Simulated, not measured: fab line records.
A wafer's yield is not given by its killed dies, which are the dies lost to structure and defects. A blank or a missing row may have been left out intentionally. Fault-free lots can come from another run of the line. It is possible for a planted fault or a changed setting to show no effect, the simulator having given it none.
Matching of chambers -- flow gf180mcu -- GF_V3_CMP_26 on cmp-01 has 4 sister chambers
The step polishes, stops on SiO2, t overpolish 15 s, target thk 0 nm. 4 wafers are shown with their chamber, then 7 later ones without.

## WAFERS PAIRED WITH THEIR CHAMBERS
wafer,chamber,motor current A (A)
L365.5,1,10.3
L366.1,2,12.3
L367.1,3,10.6
L367.3,0,10.5

## WAFERS WHOSE CHAMBER IS MISSING
wafer,motor current A (A)
L367.4,12.0
L368.1,10.9
L368.3,10.3
L368.6,10.7
L383.1,10.3
L383.2,10.7
L383.3,10.0

## WHICH CHAMBER EACH ONE RAN IN
wafer,from the rows above,in truth
L367.4,2,2
L368.1,can't be placed: 3 or 0 or 1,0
L368.3,can't be placed: 1 or 0 or 3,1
L368.6,can't be placed: 3 or 0 or 1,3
L383.1,can't be placed: 1 or 0 or 3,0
L383.2,can't be placed: 3 or 0 or 1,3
L383.3,can't be placed: 1 or 0 or 3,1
Correct placement for 1 of the 7. Cannot be placed on the basis of these rows: 6; the candidates contain the true chamber in 6. Number placed wrongly: 0.
How it was worked out, from the rows above alone: a wafer's distance from a chamber is the root of the sum, over the readings, of the square of ((its reading less the chamber's mean) divided by the reading's scatter). If the next closest chamber is less than 2 further off than the closest, the wafer can't be placed; otherwise it belongs to the closest. A chamber's mean is the mean of its shown wafers. The scatter: root of mean squared gap, hidden wafer to nearest shown wafer, with one shown wafer a chamber.
